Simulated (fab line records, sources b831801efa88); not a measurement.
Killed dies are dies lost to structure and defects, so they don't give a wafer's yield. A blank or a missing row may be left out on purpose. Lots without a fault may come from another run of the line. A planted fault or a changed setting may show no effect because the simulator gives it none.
Chamber matching | flow sky130 | SKY_VIA2_CMP_24 on cmp-01: 4 sister chambers
The step polishes, stops on SiO2, t overpolish 20 s, target thk 0 nm. 36 wafers are shown with their chamber, then 12 later ones without.

WAFERS WITH THEIR CHAMBER
wafer  | chamber | motor_current_A (A) | time_to_endpoint_s (s) | overpolish_run_s (s)
L075.2 | 0       | 11.6                | 99                     | 19.998
L075.3 | 2       | 10.2                | 96                     | 19.987
L075.6 | 2       | 10.3                | 96                     | 20.000
L076.1 | 1       | 10.4                | 102                    | 20.004
L076.3 | 0       | 12.3                | 99                     | 20.008
L076.4 | 2       | 10.7                | 99                     | 20.004
L081.3 | 1       | 9.5                 | 100                    | 19.996
L081.4 | 0       | 11.4                | 95                     | 19.995
L081.6 | 0       | 11.3                | 99                     | 19.999
L085.2 | 2       | 10.2                | 101                    | 20.002
L085.3 | 0       | 11.7                | 100                    | 20.014
L085.4 | 3       | 10.5                | 104                    | 19.994
L085.1 | 1       | 9.8                 | 100                    | 19.999
L085.5 | 3       | 11.2                | 104                    | 20.010
L085.6 | 0       | 12.0                | 100                    | 20.000
L087.1 | 0       | 11.6                | 101                    | 19.995
L087.5 | 0       | 11.0                | 101                    | 20.000
L087.6 | 1       | 10.0                | 104                    | 19.984
L088.2 | 1       | 10.5                | 100                    | 19.999
L088.3 | 2       | 10.1                | 99                     | 19.988
L088.5 | 2       | 10.4                | 95                     | 20.010
L088.1 | 0       | 11.3                | 100                    | 19.997
L088.4 | 3       | 10.9                | 99                     | 20.006
L088.6 | 3       | 11.2                | 101                    | 20.000
L089.1 | 3       | 10.4                | 104                    | 20.012
L089.4 | 2       | 9.8                 | 101                    | 20.010
L089.5 | 3       | 11.0                | 104                    | 19.994
L090.3 | 3       | 10.6                | 99                     | 20.002
L090.4 | 1       | 9.9                 | 99                     | 20.008
L090.6 | 3       | 10.6                | 100                    | 20.001
L091.1 | 1       | 10.5                | 99                     | 20.004
L091.2 | 0       | 11.4                | 95                     | 20.002
L091.4 | 2       | 9.7                 | 98                     | 20.001
L094.1 | 2       | 10.3                | 97                     | 19.997
L094.5 | 0       | 11.8                | 98                     | 20.003
L094.6 | 3       | 10.7                | 100                    | 19.992

SIGNATURES (means of the wafers above)
reading            | chamber 0 | chamber 1 | chamber 2 | chamber 3 | scatter within a chamber
motor_current_A    | 11.582    | 10.086    | 10.189    | 10.789    | 0.338
time_to_endpoint_s | 98.82     | 100.57    | 98.00     | 101.67    | 2.12
overpolish_run_s   | 20.00100  | 19.99914  | 19.99989  | 20.00122  | 0.00716
Rule: a wafer's distance from a chamber is the root of the sum, over the readings, of the square of ((its reading less the chamber's mean) divided by the reading's scatter). The wafer belongs to the nearest chamber; if the next one is less than 2 further off, it can't be placed. The scatter: the root of (the sum of the squares of (reading less its chamber's mean) over the shown wafers, divided by (wafers less chambers)).

WAFERS WITHOUT THEIR CHAMBER
wafer  | motor_current_A (A) | time_to_endpoint_s (s) | overpolish_run_s (s)
L093.1 | 11.0                | 98                     | 20.003
L093.2 | 11.6                | 98                     | 20.007
L093.6 | 10.1                | 101                    | 20.006
L096.1 | 10.7                | 108                    | 20.011
L096.3 | 9.9                 | 101                    | 20.001
L096.4 | 10.4                | 105                    | 20.002
L097.1 | 11.2                | 101                    | 20.009
L097.3 | 11.0                | 101                    | 19.995
L097.5 | 11.4                | 99                     | 20.015
L097.2 | 10.3                | 102                    | 19.998
L097.4 | 9.9                 | 101                    | 20.002
L097.6 | 9.9                 | 99                     | 20.008

WHICH CHAMBER EACH WENT THROUGH
wafer  | from the rows above               | in truth
L093.1 | can't be placed: 0 or 3 or 2 or 1 | 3
L093.2 | 0                                 | 0
L093.6 | can't be placed: 1 or 2 or 3      | 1
L096.1 | can't be placed: 3 or 1 or 2 or 0 | 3
L096.3 | can't be placed: 1 or 2           | 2
L096.4 | can't be placed: 3 or 1 or 2      | 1
L097.1 | can't be placed: 3 or 0 or 2 or 1 | 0
L097.3 | can't be placed: 3 or 0 or 1 or 2 | 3
L097.5 | can't be placed: 0 or 3           | 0
L097.2 | can't be placed: 1 or 3 or 2      | 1
L097.4 | can't be placed: 1 or 2 or 3      | 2
L097.6 | can't be placed: 2 or 1 or 3      | 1
Placed correctly: 1 of 12. Can't be placed from these rows: 11 (the true chamber is among the candidates in 11). Placed wrongly: 0.
